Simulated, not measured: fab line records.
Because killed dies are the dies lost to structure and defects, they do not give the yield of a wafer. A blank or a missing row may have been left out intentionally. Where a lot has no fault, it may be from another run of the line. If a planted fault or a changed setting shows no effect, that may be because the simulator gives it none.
8D (eight disciplines) problem report, filled in by code	flow gf180mcu	the parts of the form that need people (team, actions taken, sign-off) are left out

1. WHAT WENT WRONG
A mean of 0.040 s is read at GF_V3_CMP_26 for overpolish-run-s, taken on 1 wafer of 1 lot, against 15.001 s (standard deviation 0.0095) on wafers free of any fault. That is -99 or more standard deviations from the usual mean.
The step: polishes, stops on SiO2, t overpolish 15 s, target thk 0 nm.
Seen first at day 24 22:20 on cmp-01, wafer L618.4. Wafers with a number at this step in the record: 36, from 12 lots. By rule, "out" or "out of limits" means more than 4 standard deviations away from the usual mean. The other wafers with a number count as sound.

2. WHAT IT IS AND WHAT IT IS NOT
question	is	is not
which readings at this step	overpolish-run-s, time-to-endpoint-s	edge-zone-pressure-frac, motor-current-A
which lots	L618	L611, L612, L613, L614, L626, L628, L629, L630, L631, L632, L633
which wafers of those lots	L618.4	L618.3, L618.6
read on which tools	cmp-01	cmp-02
when	from day 24 22:20	up to then (14 sound wafers); but 21 sound wafers of L626, L628, L629, L630, L631, L632, L633 came after

3. WHAT RULES OUT EACH SUSPECT
Counting: any tool at a process step up to the reading remains a suspect provided it ran every lot that is out. Sound lots after the first of them don't rule it out here, since some wafers of a struck lot are sound.
- rie-metal-03 at GF_M3_METAL_ETCH_16 (etches the open film in Cl2/BCl3, stops on SiO2, target depth 750.8 nm, time 125.1 s): kept. The lot that is out, L618, ran on it at day 23 21:52; the last sound lot it ran before that was L613, at day 21 23:06.
- cmp-01 at GF_V3_CMP_26 (polishes, stops on SiO2, t overpolish 15 s, target thk 0 nm): kept. The lot that is out, L618, ran on it at day 24 22:20; the last sound lot it ran before that was L614, at day 23 07:43. Out on those wafers are its own readings of overpolish-run-s, time-to-endpoint-s.
- At GF_V3_CMP_26, inside cmp-01: chamber 2 took the wafers that are out, while their sound lot-mates went through chambers 0, 3.
The count leaves cmp-01 at GF_V3_CMP_26 and rie-metal-03 at GF_M3_METAL_ETCH_16.

4. THE CAUSE (what the simulator had put in)
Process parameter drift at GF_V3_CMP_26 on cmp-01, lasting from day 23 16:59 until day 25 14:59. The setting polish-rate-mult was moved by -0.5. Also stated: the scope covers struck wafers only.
2 suspects survive the count, and this tool is in that group.

5. SEQUENCE OF EFFECTS, ordered by route
Each row: a reading whose mean over the struck wafers that have a number lies more than 3 standard deviations from the usual. Readings are gone through only where the record gives a usual standard deviation; hours: the median, over the lots, of the time from a lot's start at the first step in this table giving one to that lot's start at this step; sigmas: the change measured in usual standard deviations.
hours	step	reading	usual	on struck wafers	change	sigmas
0	GF_V3_CMP_26	overpolish-run-s	15.001 s	0.040	-14.961	-99 or more
0	GF_V3_CMP_26	time-to-endpoint-s	83.8 s	127.3	+43.5	+18
148	GF_PASSIVATION_PROBE_99	defect-limited-yield	90.2 %	0.0	-90.2	-64
148	GF_PASSIVATION_PROBE_99	killed_at_M0_to_M3	21	467	+446	+97
148	GF_PASSIVATION_PROBE_99	killed-dies	48	492	+444	+64
148	GF_PASSIVATION_PROBE_99	killed-on-rim	9.4	96.0	+86.6	+32
148	GF_PASSIVATION_PROBE_99	sort_bin_3_pad_short	0.5 %	91.3	+90.8	+99 or more
148	GF_PASSIVATION_PROBE_99	sort-n-pass	444	0	-444	-64
148	GF_PASSIVATION_PROBE_99	sort-yield-pct	90.2 %	0.0	-90.2	-64
It contains these process steps:
- GF_V3_CMP_26: polishes, stops on SiO2, t overpolish 15 s, target thk 0 nm.
- GF_PASSIVATION_PROBE_99

6. WHAT WOULD HAVE CAUGHT IT SOONER
First out-of-limits reading in this record: day 24 22:20, which is 29 hours after fault onset at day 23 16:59.
